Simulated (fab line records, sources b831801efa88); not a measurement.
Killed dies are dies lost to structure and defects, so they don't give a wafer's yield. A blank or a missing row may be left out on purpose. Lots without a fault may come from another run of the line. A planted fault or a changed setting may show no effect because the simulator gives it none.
Which tool did it? | flow sky130 | 10 lots, 30 wafers sampled, at 6 steps of a route of 708

WHAT THE GAUGES READ, wafer by wafer
SKY_SD_N_OVL_MEAS_08. Usual: SD_N_OVL 0.2 nm, standard deviation 1.3.
lot  | measured     | on         | SD_N_OVL (nm)  | flag
L123 | day 30 21:34 | overlay-02 | 0.9 0.5 -0.1   |
L125 | day 31 09:04 | overlay-01 | -0.3 -0.5 -0.2 |
L130 | day 32 16:14 | overlay-02 | -0.9 -0.4 -0.2 |
L129 | day 32 20:19 | overlay-02 | -0.9 -0.2 -0.5 |
L131 | day 33 07:49 | overlay-01 | -0.4 -1.8 0.1  |
L132 | day 33 16:55 | overlay-02 | 2.2 1.6 0.3    |
L134 | day 34 07:16 | overlay-01 | -1.2 -0.4 0.2  |
L136 | day 34 23:34 | overlay-01 | 1.8 0.7 1.1    |
L137 | day 35 05:55 | overlay-02 | -0.1 0.9 2.3   |
L138 | day 35 12:40 | overlay-02 | 0.1 2.0 0.8    |

SKY_SD_N_RS_MEAS_17: measures by four-point-probe. Usual: SD_P_RS 147.2 ohm/sq, standard deviation 0.34.
lot  | measured     | on            | SD_P_RS (ohm/sq)  | flag
L123 | day 30 22:25 | film_metro-02 | 147.2 147.3 147.4 |
L125 | day 31 09:54 | film_metro-04 | 147.9 147.7 147.6 |
L130 | day 32 17:05 | film_metro-02 | 147.1 147.4 147.5 |
L129 | day 32 21:09 | film_metro-04 | 147.2 147.5 147.5 |
L131 | day 33 08:39 | film_metro-04 | 146.7 146.8 146.8 |
L132 | day 33 17:46 | film_metro-02 | 147.3 147.6 147.1 |
L134 | day 34 08:08 | film_metro-01 | 147.2 148.1 147.7 |
L136 | day 35 00:24 | film_metro-01 | 147.4 147.2 146.8 |
L137 | day 35 06:45 | film_metro-04 | 147.3 146.5 146.8 |
L138 | day 35 13:44 | film_metro-04 | 147.4 146.7 147.2 |

SKY_LI_CONTACT_BOW_MEAS_03. Usual: LI_CONTACT_BOW 57 um, standard deviation 6.5.
lot  | measured     | on            | LI_CONTACT_BOW (um) | flag
L123 | day 30 23:08 | film_metro-02 | 60 65 47            |
L125 | day 31 10:37 | film_metro-01 | 60 58 53            |
L130 | day 32 17:48 | film_metro-02 | 58 54 57            |
L129 | day 32 21:52 | film_metro-04 | 53 60 56            |
L131 | day 33 09:22 | film_metro-02 | 54 56 63            |
L132 | day 33 18:29 | film_metro-01 | 58 60 60            |
L134 | day 34 08:51 | film_metro-02 | 47 58 60            |
L136 | day 35 01:07 | film_metro-02 | 59 62 42            |
L137 | day 35 07:28 | film_metro-02 | 66 74 52            |
L138 | day 35 14:32 | film_metro-02 | 54 65 58            |

SKY_LOCAL_INTERCONNECT_RS_MEAS_01: measures by four-point-probe. Usual: LOCAL_INTERCONNECT_TIN_RS 14.08 ohm/sq, standard deviation 0.12.
lot  | measured     | on            | LOCAL_INTERCONNECT_TIN_RS (ohm/sq) | flag
L123 | day 32 03:38 | film_metro-04 | 13.99 12.34 14.07                  | OFF
L125 | day 32 14:49 | film_metro-01 | 12.30 13.99 14.04                  | OFF
L130 | day 33 21:54 | film_metro-04 | 13.95 14.10 13.89                  |
L129 | day 34 01:51 | film_metro-03 | 14.02 14.01 13.98                  |
L131 | day 34 13:04 | film_metro-03 | 13.96 14.00 14.00                  |
L132 | day 34 21:46 | film_metro-01 | 14.04 14.01 14.00                  |
L134 | day 35 13:17 | film_metro-01 | 14.18 13.89 13.96                  |
L136 | day 36 04:31 | film_metro-04 | 14.28 14.15 14.19                  |
L137 | day 36 11:26 | film_metro-03 | 14.24 14.19 14.28                  |
L138 | day 36 17:44 | film_metro-03 | 14.15 14.05 14.09                  |

SKY_LOCAL_INTERCONNECT_THK_MEAS_02: measures by xrf. Usual: LOCAL_INTERCONNECT_TIN_THK 101.0 nm, standard deviation 0.89.
lot  | measured     | on            | LOCAL_INTERCONNECT_TIN_THK (nm) | flag
L123 | day 32 03:46 | film_metro-04 | 102.1 115.7 101.8               | OFF
L125 | day 32 14:56 | film_metro-01 | 114.8 101.5 101.2               | OFF
L130 | day 33 22:01 | film_metro-04 | 102.4 101.3 102.5               |
L129 | day 34 01:58 | film_metro-03 | 101.2 101.0 101.1               |
L131 | day 34 13:11 | film_metro-03 | 100.6 101.1 100.8               |
L132 | day 34 21:53 | film_metro-01 | 100.9 101.6 101.6               |
L134 | day 35 13:24 | film_metro-01 | 100.5 101.7 102.1               |
L136 | day 36 04:38 | film_metro-04 | 100.6 100.9 101.0               |
L137 | day 36 11:33 | film_metro-03 | 100.8 100.3 100.1               |
L138 | day 36 17:50 | film_metro-03 | 100.9 101.9 101.4               |

WHICH TOOL RAN EACH LOT (tool, then ch and the chambers of the sampled wafers, then the start)
lot  | SKY_LOCAL_INTERCONNECT_SPUTTER_00
L123 | pvd_sputter-02, day 32 03:35
L125 | pvd_sputter-02, day 32 14:44
L130 | pvd_sputter-04, day 33 21:49
L129 | pvd_sputter-01, day 34 01:47
L131 | pvd_sputter-04, day 34 12:59
L132 | pvd_sputter-04, day 34 21:42
L134 | pvd_sputter-04, day 35 13:13
L136 | pvd_sputter-01, day 36 04:28
L137 | pvd_sputter-01, day 36 11:22
L138 | pvd_sputter-01, day 36 17:38
- SKY_LOCAL_INTERCONNECT_SPUTTER_00: material TiN, target thk 100 nm, time 83.3 s.

WHAT THE TOOLS THEMSELVES READ (means of the sampled wafers that have a number; where no wafer has one, the mark that the record gives instead)
SKY_LOCAL_INTERCONNECT_SPUTTER_00. Usual: cathode_dc_power_W 6500.0 W, standard deviation 1.2; throttle_valve_pct 30.4 %, standard deviation 1.1.
lot  | tool           | cathode_dc_power_W (W) | throttle_valve_pct (%) | flag
L123 | pvd_sputter-02 | 6810.3                 | 29.4                   | OFF
L125 | pvd_sputter-02 | 6808.8                 | 30.2                   | OFF
L130 | pvd_sputter-04 | 6499.3                 | 30.0                   |
L129 | pvd_sputter-01 | 6501.0                 | 30.2                   |
L131 | pvd_sputter-04 | 6500.8                 | 30.0                   |
L132 | pvd_sputter-04 | 6499.9                 | 31.1                   |
L134 | pvd_sputter-04 | 6500.0                 | 30.1                   |
L136 | pvd_sputter-01 | 6500.3                 | 30.2                   |
L137 | pvd_sputter-01 | 6499.8                 | 30.2                   |
L138 | pvd_sputter-01 | 6500.4                 | 30.8                   |

THE ANSWER, worked out from the rows above alone
Rule: a lot is off if the mean of its wafers that have a number lies more than 3 standard deviations from the usual mean. A lot without any number at a reading at which 4 lots or more have one is off too. The other lots that the step has rows for count as sound. The gauges are gone through in route order, then the tools' own readings, and for those a lot's mean is taken as printed above. The first step at which some lot is off is used, and at that step the reading that is off furthest; a lot without a number counts as furthest.
Off: L123, L125, at SKY_LOCAL_INTERCONNECT_RS_MEAS_01 (LOCAL_INTERCONNECT_TIN_RS).
A tool fits if, at a process step before that reading, it ran every lot that is off, and no sound lot after the first of them. The gauges at SKY_LOCAL_INTERCONNECT_RS_MEAS_01 aren't tried: what is off there is off at SKY_LOCAL_INTERCONNECT_SPUTTER_00 too, on other tools, and a gauge's error can't cause that. One fits: pvd_sputter-02 at SKY_LOCAL_INTERCONNECT_SPUTTER_00. It ran no sound lot before its first lot that is off in this sample, so the start can't be narrowed down.
The tool's own readings at SKY_LOCAL_INTERCONNECT_SPUTTER_00 bear it out: on the lots that are off they differ by more than 5 times the standard deviation of the sound lots' means. cathode_dc_power_W reads 6809.6 W there against 6500.2 W on the sound lots.

WHAT THE SIMULATOR HAD PUT IN
Process parameter drift: pvd_sputter-02, from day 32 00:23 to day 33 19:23, at SKY_LOCAL_INTERCONNECT_SPUTTER_00. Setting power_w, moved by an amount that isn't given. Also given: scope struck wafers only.
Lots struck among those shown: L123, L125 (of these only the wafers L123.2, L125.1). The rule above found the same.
